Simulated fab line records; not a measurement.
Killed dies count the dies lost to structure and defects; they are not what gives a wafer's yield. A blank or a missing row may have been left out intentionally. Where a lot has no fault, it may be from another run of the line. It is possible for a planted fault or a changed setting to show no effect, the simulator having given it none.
Comparing a struck lot with a sound one / flow sky130 / 21 out of 708 route steps
Sound: the wafers L458.4, L458.5, L458.6. Wafers struck: L462.2, L462.3, L462.6. At the end, the cause is stated.
Per side, at each step with rows, come the tool, then ch with its chambers, and then its first start. Under that, the readings that differ: sound wafers / struck wafers / difference of the means / sigmas: that difference in standard deviations of wafers without a fault.
alike: readings with means less than 2 such deviations apart, plus words and numbers identical on both sides. not compared: withheld readings, readings lacking a value on some wafer, bounds such as >300 that could conceal the same value, and numbers that have no deviation in the record and whose values overlap.
The two part at a step that has a row with sigmas, a row that says differs or no value, or rows on one side only. Non-overlapping numbers with no deviation appear without sigmas and do not part them. A reading that every wafer of one side lacks parts them only if that side has two wafers or more.

first, 1 step without rows for these wafers: SKY_FIELD_ISO_CVD_24 (deposits SiO2, target thk 595 nm, time 99.2 s).
SKY_FIELD_ISO_THK_MEAS_25:
  sound on filmMetro-01 at day 3 07:40; struck on filmMetro-03 at day 4 02:19
reading=FIELD_ISO_CVD_24_THK (nm); sound=606 609 600; struck=590 575 570; difference=-27; sigmas=-3
then, 1 step without rows for these wafers: SKY_FIELD_ISO_ANNEAL_26 (time 1800 s).
SKY_FIELD_ISO_CMP_27: polishes, stops on Si3N4, t overpolish 16 s, target thk 457.8 nm.
  sound on cmp-01 ch 0,2,3, day 3 09:20; struck on cmp-02 ch 1,2,3, day 4 03:55
  alike: motorCurrentA, overpolishRunS, timeToEndpointS
then, 5 steps without rows for these wafers: SKY_FIELD_ISO_WET_ETCH_28 (etches SiO2 in dHF, target depth 23.7 nm, time 47 s); SKY_FIELD_ISO_WET_ETCH_29 (etches Si3N4 in H3PO4, target depth 160 nm, time 1825 s); SKY_FIELD_ISO_WET_ETCH_30 (etches SiO2 in dHF, target depth 25 nm, time 50 s); SKY_NWELL_CLEAN_00 (cleans in SC1/SC2, time 150 s); SKY_NWELL_OXIDATION_01 (stabilise 600 s, purge 300 s, target thk 10 nm).
SKY_NWELL_THK_MEAS_02:
  sound on filmMetro-01 at day 3 13:26; struck on filmMetro-01 at day 4 08:11
  alike: NWELL_OXIDATION_THK
then, 2 steps without rows for these wafers: SKY_DNWELL_DEHYDRATE_00 (time 60 s); SKY_DNWELL_HMDS_01 (prime time 60 s).
SKY_DNWELL_COAT_02: resist thk 3000 nm.
  sound on lithoTrack-03 ch 0, day 3 21:29; struck on lithoTrack-03 ch 0, day 4 16:41
reading=model.coat_of_DNWELL_COAT_02.thkNm (nm); sound=3007 3011 3001; struck=2025 2025 2020; difference=-983; sigmas=
  alike: spinSpeedRpm
then, 3 steps without rows for these wafers: SKY_DNWELL_SOFTBAKE_03; SKY_DNWELL_EXPOSE_04 (exposes mask DNM, target cd 3000 nm); SKY_DNWELL_PEB_05.
SKY_DNWELL_DEVELOP_06: develop time 60 s.
  sound on lithoTrack-04 ch 0; struck on lithoTrack-03 ch 0
reading=model.coat_of_DNWELL_COAT_02.thkNm (nm); sound=3003 3007 2996; struck=2020 2021 2015; difference=-983; sigmas=
next, for these wafers, 1 step has no rows: SKY_DNWELL_IMPLANT_07.
SKY_DNWELL_STRIP_08: strips in O2/N2.
  sound on plasmaAsher-04 ch 0,1, day 4 05:49; struck on plasmaAsher-04 ch 1, day 5 02:13
reading=stripTimeToEndpointS (s); sound=37.00 37.06 36.92; struck=25.66 25.64 25.59; difference=-11.36; sigmas=-99 or more
  alike: chamberPressureMTorr, drypumpMotorCurrentA, oesProductAu
  not compared: rfHoursCounterH
SKY_DNWELL_TW_MEAS_09:
  sound on filmMetro-04 at day 4 05:55; struck on filmMetro-01 at day 5 02:21
reading=DNWELL_TW; sound=1105 1105 1104; struck=1126 1132 1127; difference=+24; sigmas=+3
-- the record jumps here: 43 days lie between the struck wafers' starts before and after (it left off in module DNWELL and takes up again in module PAD_OPEN, whose first step shown is number 708 of the route) --
SKY_PAD_OPEN_PROBE_99:
  sound on prober-02 at day 46 20:17; struck on prober-02 at day 48 04:28
reading=model.etest.nfet_16v.rOnOhmUm; sound=1.406e+04 1.407e+04 1.41e+04; struck=1.413e+04 1.425e+04 1.416e+04; difference=+1.033e+02; sigmas=
reading=model.etest.pfetG5v0d10v5.rOnOhmUm; sound=4710 4772 4684; struck=4877 4935 4944; difference=+197; sigmas=
reading=model.etest.resDeepNwell.widthNm (nm); sound=3002 3001 2999; struck=3076 3079 3075; difference=+76; sigmas=
reading=model.etest.pfetG5v0d10v5.driveUaUm; sound=347.2 339.2 343.8; struck=329.3 325 328.3; difference=-15.9; sigmas=
reading=model.etest.pfet_01v8_lvt.driveUaUm; sound=176.1 175.2 173.5; struck=169.9 169.3 166.2; difference=-6.5; sigmas=
reading=model.etest.nfet_05v0_nvt.offLog10AUm; sound=-11.22 -11.11 -11.22; struck=-10.37 -10.44 -10.17; difference=+0.86; sigmas=
  alike: killed_at_M0_to_M3, killed_at_M4_up, killedAtContacts, killedAtFrontEnd, killedAtOther, killedDies, killedOpen, killedShort
  not compared: model.etest.resDeepNwell.lineOhmUm, model.etest.nfet_05v0_nvt.driveUaUm

## WHERE THEY PART
At SKY_FIELD_ISO_THK_MEAS_25 first; at SKY_DNWELL_TW_MEAS_09 last (within this record only). Later steps at which nothing parts them and some readings are alike: SKY_PAD_OPEN_PROBE_99.

WHY: what had been put in by the simulator
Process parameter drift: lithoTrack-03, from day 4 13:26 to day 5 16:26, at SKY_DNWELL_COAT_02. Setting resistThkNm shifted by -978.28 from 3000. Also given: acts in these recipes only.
